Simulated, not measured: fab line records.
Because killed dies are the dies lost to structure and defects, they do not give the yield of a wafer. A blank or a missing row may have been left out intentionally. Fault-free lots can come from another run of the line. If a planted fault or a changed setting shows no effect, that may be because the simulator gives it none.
A single fault, viewed from 2 desks -- flow sky130 -- numbers are kept per desk, each desk with only its own; the story behind them comes last

== FROM THE METROLOGY DESK ==
What the gauges read for every lot (on any tool): the sampled wafers with a number, averaged. The brackets show how far a lot's mean lies from the usual mean; more than 4 standard deviations puts the lot out of limits, marked OUT.
Columns: A = VIA3_BOW at SKY_VIA3_BOW_MEAS_03, usual 80 um; B = VIA3_OVL at SKY_VIA3_OVL_MEAS_13, usual -3 nm
lot,first seen here,A,B
L171,day 38 14:14,80,-0
L172,day 38 19:26,77,0
L173,day 39 12:45,75,-5
L174,day 40 05:34,80,-6
L175,day 40 09:49,102,-13
L176,day 40 22:22,76,-0
L178,day 40 22:48,91,2
L179,day 41 05:53,83,9
L180,day 41 08:56,82,-2
L182,day 42 01:20,74,-3
L183,day 42 06:50,81,-6
L184,day 42 11:44,81,-3
L185,day 42 23:43,87,-5
L186,day 43 04:11,77,6
Result from this desk: across the 14 lots, nothing is out of limits.

== TOOL OWNER'S DESK, rie diel-01 ==
The tool's own readings at SKY_VIA3_ETCH_14 (etches BARC in N2/H2, stops on SiO2, time 45.9 s, target depth 60 nm): means of the sampled wafers that have a number, for each lot that ran on this tool. The brackets show how far a lot's mean lies from the usual mean; more than 4 standard deviations puts the lot out of limits, marked OUT.
Columns: A = drypump motor current A at SKY_VIA3_ETCH_14, usual 5.9 A; B = oes product au at SKY_VIA3_ETCH_14, usual 0.855 a.u.; C = run length s at SKY_VIA3_ETCH_14, usual 74.1 s; D = throttle valve pct at SKY_VIA3_ETCH_14, usual 13.225 %
lot,first seen here,A,B,C,D
L174,day 41 06:04,5.8,0.853,74.2,13.224
L175,day 41 09:19,5.7,0.853,73.9,13.227
L178,day 41 22:52,5.8,0.856,73.9,13.220
L182,day 43 00:55,5.5,0.860,74.2,13.226
L183,day 43 06:16,5.6,0.855,74.3,13.231
L184,day 43 10:28,5.7,0.930 (+19) OUT,69.8 (-9.9) OUT,13.244
L185,day 43 23:06,5.8,0.930 (+19) OUT,69.9 (-9.8) OUT,13.232
This desk's finding: out of limits on L184, L185; first on L184, day 43 10:28 (oes product au at SKY_VIA3_ETCH_14). In limits: L174, L175, L178, L182, L183.

== PUT TOGETHER ==
The tool owner's desk had the chance to raise an alarm at day 43 10:28 on L184, L185.
Metrology desk: nothing out of limits seen.
The metrology desk holds a record of L184, L185, inside its limits.
SKY_VIA3_ETCH_14 was run on rie diel-01 by each of the lots named.

== WHAT THE SIMULATOR PUT IN ==
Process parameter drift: rie diel-01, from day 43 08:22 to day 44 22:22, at SKY_VIA3_ETCH_14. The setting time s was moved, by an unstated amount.
Shown lots that were struck: L184, L185.
How many hours passed from the start of the fault until each desk's first out-of-limits reading: the tool owner's desk, 2.
